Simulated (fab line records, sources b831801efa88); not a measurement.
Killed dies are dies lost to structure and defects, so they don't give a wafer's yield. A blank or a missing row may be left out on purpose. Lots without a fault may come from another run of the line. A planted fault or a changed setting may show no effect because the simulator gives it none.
Which tool did it? | flow gf180mcu | 11 lots, 33 wafers sampled, at 6 steps of a route of 602

WHAT THE GAUGES READ, wafer by wafer
GF_STI_THK_MEAS_04. Usual: STI_CVD_03_THK 208.2 nm, standard deviation 1.8.
lot  | measured    | on            | STI_CVD_03_THK (nm) | flag
L325 | day 1 20:08 | film_metro-01 | 209.1 208.6 209.9   |
L326 | day 2 01:49 | film_metro-01 | 206.6 208.0 208.4   |
L327 | day 2 04:35 | film_metro-01 | 205.7 206.8 205.6   |
L329 | day 2 14:35 | film_metro-04 | 207.9 209.5 206.8   |
L330 | day 2 21:01 | film_metro-04 | 209.4 207.0 207.6   |
L331 | day 3 01:39 | film_metro-04 | 209.5 210.6 211.2   |
L332 | day 3 07:33 | film_metro-02 | 207.3 207.0 206.7   |
L333 | day 3 10:34 | film_metro-04 | 207.6 210.4 207.9   |
L339 | day 4 16:34 | film_metro-04 | 176.0 172.4 177.1   | OFF
L344 | day 5 18:33 | film_metro-02 | 207.9 208.3 208.0   |
L347 | day 6 09:34 | film_metro-04 | 207.7 206.8 205.6   |

GF_VT_IMPLANT_OVL_MEAS_18. Usual: VT_IMPLANT_01_OVL 0.7 nm, standard deviation 1.3.
lot  | measured     | on         | VT_IMPLANT_01_OVL (nm) | flag
L325 | day 6 12:37  | overlay-01 | 0.3 1.4 1.8            |
L326 | day 6 20:07  | overlay-02 | 1.2 -0.6 1.0           |
L327 | day 7 00:50  | overlay-02 | -0.3 -1.0 -0.1         |
L329 | day 7 12:38  | overlay-01 | 1.2 1.5 1.9            |
L330 | day 7 22:44  | overlay-02 | 1.0 0.3 1.4            |
L331 | day 8 04:44  | overlay-02 | 2.1 2.3 2.3            |
L332 | day 8 11:19  | overlay-01 | -1.0 1.5 -0.3          |
L333 | day 8 15:14  | overlay-02 | 1.7 1.1 1.5            |
L339 | day 10 06:38 | overlay-01 | 0.1 0.7 0.2            |
L344 | day 11 15:39 | overlay-02 | 1.3 2.3 1.0            |
L347 | day 12 09:19 | overlay-02 | -1.9 -0.3 -0.5         |

WHICH TOOL RAN EACH LOT (tool, then ch and the chambers of the sampled wafers, then the start)
lot  | GF_STI_CVD_03              | GF_STI_ETCH_13                    | GF_NWELL_STRIP_10                   | GF_MVPSD_STRIP_10
L325 | lpcvd-02 ch 0, day 1 17:10 | rie_diel-01 ch 1,2,3, day 2 07:37 | plasma_asher-02 ch 0,1, day 3 13:45 | plasma_asher-03 ch 0,1, day 5 07:00
L326 | lpcvd-02 ch 1, day 1 22:49 | rie_diel-01 ch 0,3, day 2 13:32   | plasma_asher-03 ch 0,1, day 3 20:33 | plasma_asher-03 ch 0,1, day 5 14:20
L327 | lpcvd-01 ch 0, day 2 02:34 | rie_diel-03 ch 0,2,3, day 2 16:22 | plasma_asher-03 ch 0,1, day 3 23:39 | plasma_asher-03 ch 0,1, day 5 18:46
L329 | lpcvd-01 ch 1, day 2 12:36 | rie_diel-03 ch 0,1,2, day 3 02:02 | plasma_asher-02 ch 0,1, day 4 09:03 | plasma_asher-03 ch 0,1, day 6 04:09
L330 | lpcvd-02 ch 1, day 2 18:02 | rie_diel-02 ch 1,2,3, day 3 09:34 | plasma_asher-03 ch 0,1, day 4 17:29 | plasma_asher-03 ch 0,1, day 6 15:30
L331 | lpcvd-02 ch 1, day 2 22:39 | rie_diel-02 ch 0,1,2, day 3 14:41 | plasma_asher-03 ch 0,1, day 5 00:20 | plasma_asher-01 ch 0,1, day 6 21:35
L332 | lpcvd-02 ch 0, day 3 04:34 | rie_diel-03 ch 1,2,3, day 3 20:23 | plasma_asher-04 ch 0,1, day 5 03:35 | plasma_asher-04 ch 0,1, day 7 02:22
L333 | lpcvd-01 ch 1, day 3 08:34 | rie_diel-01 ch 1,2,3, day 3 22:50 | plasma_asher-02 ch 0,1, day 5 07:24 | plasma_asher-03 ch 0,1, day 7 05:58
L339 | lpcvd-01 ch 1, day 4 14:34 | rie_diel-01 ch 1,3, day 5 06:26   | plasma_asher-03 ch 0,1, day 6 18:15 | plasma_asher-03 ch 0,1, day 8 19:46
L344 | lpcvd-02 ch 0, day 5 15:34 | rie_diel-01 ch 0,2,3, day 6 09:29 | plasma_asher-03 ch 0,1, day 7 23:23 | plasma_asher-03 ch 0,1, day 10 03:05
L347 | lpcvd-02 ch 0, day 6 06:34 | rie_diel-02 ch 0,2,3, day 7 01:29 | plasma_asher-03 ch 0,1, day 8 16:41 | plasma_asher-01 ch 0,1, day 10 20:33
- GF_STI_CVD_03: deposits Si3N4 from DCS/NH3, target thk 207.16 nm, time 3551 s.
- GF_STI_ETCH_13: etches the open film in CHF3/O2, stops on Si, target depth 282.31 nm, time 112.9 s.
- GF_NWELL_STRIP_10: strips in O2/N2.
- GF_MVPSD_STRIP_10: strips in O2/N2.

WHAT THE TOOLS THEMSELVES READ (means of the sampled wafers that have a number; where no wafer has one, the mark that the record gives instead)
GF_STI_CVD_03. Usual: spike_tc_centre_C 770.2 C, standard deviation 1.4; spike_tc_upper_C 770.5 C, standard deviation 1.3; zone_power_centre_pct 14.3 %, standard deviation 1.8; zone_power_lower_pct 13.6 %, standard deviation 1.7; zone_power_upper_pct 11.3 %, standard deviation 0.61.
lot  | tool     | spike_tc_centre_C (C) | spike_tc_upper_C (C) | zone_power_centre_pct (%) | zone_power_lower_pct (%) | zone_power_upper_pct (%) | flag
L325 | lpcvd-02 | 772.1                 | 770.4                | 17.3                      | 11.5                     | 11.2                     |
L326 | lpcvd-02 | 768.9                 | 771.9                | 13.1                      | 15.9                     | 12.2                     |
L327 | lpcvd-01 | 771.4                 | 769.8                | 13.4                      | 12.6                     | 11.5                     |
L329 | lpcvd-01 | 770.2                 | 771.5                | 13.3                      | 14.5                     | 10.4                     |
L330 | lpcvd-02 | 769.1                 | 771.6                | 13.1                      | 16.0                     | 12.2                     |
L331 | lpcvd-02 | 768.8                 | 771.1                | 13.1                      | 15.8                     | 12.2                     |
L332 | lpcvd-02 | 771.3                 | 769.5                | 17.5                      | 11.4                     | 11.0                     |
L333 | lpcvd-01 | 769.5                 | 771.7                | 13.3                      | 14.5                     | 10.6                     |
L339 | lpcvd-01 | 747.6                 | 774.4                | 7.5                       | 18.0                     | 12.9                     | OFF
L344 | lpcvd-02 | 770.8                 | 768.5                | 17.6                      | 11.5                     | 11.0                     |
L347 | lpcvd-02 | 771.0                 | 769.6                | 17.5                      | 11.4                     | 11.1                     |

GF_STI_ETCH_13. Usual: drypump_motor_current_A 5.37 A, standard deviation 0.24; oes_product_au 0.835 a.u., standard deviation 0.006; throttle_valve_pct 8.811 %, standard deviation 0.0095.
lot  | tool        | drypump_motor_current_A (A) | oes_product_au (a.u.) | throttle_valve_pct (%) | flag
L325 | rie_diel-01 | 5.34                        | 0.838                 | 8.813                  |
L326 | rie_diel-01 | 5.60                        | 0.836                 | 8.805                  |
L327 | rie_diel-03 | 5.17                        | 0.825                 | 8.820                  |
L329 | rie_diel-03 | 5.25                        | 0.831                 | 8.814                  |
L330 | rie_diel-02 | 5.38                        | 0.833                 | 8.826                  |
L331 | rie_diel-02 | 5.36                        | 0.843                 | 8.818                  |
L332 | rie_diel-03 | 5.16                        | 0.835                 | 8.812                  |
L333 | rie_diel-01 | 5.36                        | 0.838                 | 8.813                  |
L339 | rie_diel-01 | 5.53                        | 0.760                 | 8.787                  | OFF
L344 | rie_diel-01 | 5.43                        | 0.836                 | 8.814                  |
L347 | rie_diel-02 | 5.27                        | 0.836                 | 8.806                  |

GF_NWELL_STRIP_10. Usual: drypump_motor_current_A 6.1 A, standard deviation 0.55; heater_power_w 337 W, standard deviation 24; o2_flow_sccm 2999 sccm, standard deviation 7.7; oes_product_au 0.723 a.u., standard deviation 0.0042; strip_time_to_endpoint_s 36.97 s, standard deviation 0.11.
lot  | tool            | drypump_motor_current_A (A) | heater_power_w (W) | o2_flow_sccm (sccm) | oes_product_au (a.u.) | strip_time_to_endpoint_s (s) | flag
L325 | plasma_asher-02 | 6.0                         | 340                | 3006                | 0.724                 | 36.89                        |
L326 | plasma_asher-03 | 6.2                         | 329                | 3001                | 0.721                 | 36.99                        |
L327 | plasma_asher-03 | 6.2                         | 323                | 2989                | 0.720                 | 36.97                        |
L329 | plasma_asher-02 | 5.8                         | 333                | 2999                | 0.723                 | 37.22                        |
L330 | plasma_asher-03 | 6.2                         | 326                | 2994                | 0.723                 | 37.01                        |
L331 | plasma_asher-03 | 6.5                         | 340                | 2994                | 0.723                 | 36.84                        |
L332 | plasma_asher-04 | 5.3                         | 362                | 2998                | 0.724                 | 36.89                        |
L333 | plasma_asher-02 | 6.0                         | 341                | 3007                | 0.719                 | 37.01                        |
L339 | plasma_asher-03 | 6.2                         | 323                | 3002                | 0.727                 | 36.97                        |
L344 | plasma_asher-03 | 6.4                         | 344                | 2994                | 0.721                 | 37.03                        |
L347 | plasma_asher-03 | 6.4                         | 338                | 2998                | 0.720                 | 36.78                        |

GF_MVPSD_STRIP_10. Usual: drypump_motor_current_A 6.1 A, standard deviation 0.49; heater_power_w 325 W, standard deviation 27; o2_flow_sccm 3001 sccm, standard deviation 8.8; oes_product_au 0.723 a.u., standard deviation 0.0053; strip_time_to_endpoint_s 37.01 s, standard deviation 0.099.
lot  | tool            | drypump_motor_current_A (A) | heater_power_w (W) | o2_flow_sccm (sccm) | oes_product_au (a.u.) | strip_time_to_endpoint_s (s) | flag
L325 | plasma_asher-03 | 6.4                         | 345                | 3004                | 0.723                 | 37.04                        |
L326 | plasma_asher-03 | 6.2                         | 324                | 3006                | 0.729                 | 36.97                        |
L327 | plasma_asher-03 | 6.4                         | 343                | 2999                | 0.720                 | 36.99                        |
L329 | plasma_asher-03 | 6.2                         | 321                | 3001                | 0.722                 | 37.00                        |
L330 | plasma_asher-03 | 6.5                         | 341                | 3000                | 0.719                 | 37.11                        |
L331 | plasma_asher-01 | 5.7                         | 303                | 3002                | 0.721                 | 36.95                        |
L332 | plasma_asher-04 | 6.0                         | 336                | 3004                | 0.714                 | 36.89                        |
L333 | plasma_asher-03 | 6.5                         | 340                | 3002                | 0.720                 | 37.07                        |
L339 | plasma_asher-03 | 6.2                         | 327                | 3001                | 0.722                 | 37.11                        |
L344 | plasma_asher-03 | 6.4                         | 337                | 3006                | 0.720                 | 36.81                        |
L347 | plasma_asher-01 | 5.7                         | 307                | 2999                | 0.723                 | 37.08                        |

THE ANSWER, worked out from the rows above alone
Rule: a lot is off if the mean of its wafers that have a number lies more than 3 standard deviations from the usual mean. A lot without any number at a reading at which 4 lots or more have one is off too. The other lots that the step has rows for count as sound. The gauges are gone through in route order, then the tools' own readings, and for those a lot's mean is taken as printed above. The first step at which some lot is off is used, and at that step the reading that is off furthest; a lot without a number counts as furthest.
Off: L339, at GF_STI_THK_MEAS_04 (STI_CVD_03_THK).
A tool fits if, at a process step before that reading, it ran every lot that is off, and no sound lot after the first of them. The gauges at GF_STI_THK_MEAS_04 aren't tried: what is off there is off at GF_STI_CVD_03 too, on other tools, and a gauge's error can't cause that. One fits: lpcvd-01 at GF_STI_CVD_03. Its last sound lot is L333 (day 3 08:34), its first lot that is off L339 (day 4 14:34): a fault that began between those two fits.
The tool's own readings at GF_STI_CVD_03 bear it out: on the lots that are off they differ by more than 5 times the standard deviation of the sound lots' means. spike_tc_centre_C reads 747.6 C there against 770.3 C on the sound lots.

WHAT THE SIMULATOR HAD PUT IN
Process parameter drift: lpcvd-01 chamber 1, from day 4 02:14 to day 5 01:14, at GF_STI_CVD_03. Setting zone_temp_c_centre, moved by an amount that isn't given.
Lots struck among those shown: L339. The rule above found the same.
